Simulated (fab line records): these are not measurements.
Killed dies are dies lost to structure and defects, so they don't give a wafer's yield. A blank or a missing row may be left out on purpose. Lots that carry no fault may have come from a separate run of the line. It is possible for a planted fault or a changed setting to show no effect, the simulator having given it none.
Chamber matching + flow gf180mcu + GF_V3_ETCH_16 on rie diel-02: 4 sister chambers
The step etches BARC in N2/H2. 8 wafers are shown with their chamber, then 12 later ones without.

WAFERS PAIRED WITH THEIR CHAMBERS
| wafer  | chamber | drypump motor current A (A) | rf fwd power W (W) |
|--------|---------|-----------------------------|--------------------|
| L086.6 | 2       | 5.9                         | 494.9              |
| L087.4 | 0       | 6.3                         | 492.9              |
| L090.3 | 1       | 6.2                         | 492.1              |
| L090.5 | 3       | 5.4                         | 498.3              |
| L090.6 | 0       | 6.2                         | 492.7              |
| L091.1 | 2       | 5.9                         | 491.5              |
| L091.3 | 1       | 6.2                         | 491.9              |
| L091.4 | 3       | 5.4                         | 495.4              |

WAFERS MISSING THEIR CHAMBER
| wafer  | drypump motor current A (A) | rf fwd power W (W) |
|--------|-----------------------------|--------------------|
| L093.1 | 5.9                         | 496.3              |
| L093.5 | 5.4                         | 499.9              |
| L093.6 | 6.2                         | 493.1              |
| L095.1 | 5.5                         | 499.2              |
| L095.3 | 6.2                         | 493.7              |
| L095.4 | 5.9                         | 495.3              |
| L096.1 | 6.2                         | 491.8              |
| L096.4 | 5.9                         | 493.9              |
| L096.6 | 6.2                         | 492.4              |
| L097.3 | 6.2                         | 491.3              |
| L097.4 | 6.2                         | 494.8              |
| L097.5 | 5.4                         | 497.9              |

EACH ONE'S CHAMBER
| wafer  | from the rows above     | in truth |
|--------|-------------------------|----------|
| L093.1 | 2                       | 2        |
| L093.5 | 3                       | 3        |
| L093.6 | can't be placed: 1 or 0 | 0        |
| L095.1 | 3                       | 3        |
| L095.3 | can't be placed: 1 or 0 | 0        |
| L095.4 | 2                       | 2        |
| L096.1 | can't be placed: 1 or 0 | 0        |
| L096.4 | 2                       | 2        |
| L096.6 | can't be placed: 1 or 0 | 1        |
| L097.3 | can't be placed: 1 or 0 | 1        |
| L097.4 | can't be placed: 1 or 0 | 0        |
| L097.5 | 3                       | 3        |
Correct placement for 6 of the 12. Can't be placed from these rows: 6 (the true chamber is among the candidates in 6). Wrongly placed: 0.
How it was worked out, from the rows above alone: a wafer's distance from a chamber is the root of the sum, over the readings, of the square of ((its reading less the chamber's mean) divided by the reading's scatter). If the next closest chamber is less than 2 further off than the closest, the wafer can't be placed; otherwise it belongs to the closest. For every chamber, the mean is computed from those of its wafers that are shown. The scatter: the root of (the sum of the squares of (reading less its chamber's mean) over the shown wafers, divided by (wafers less chambers)).
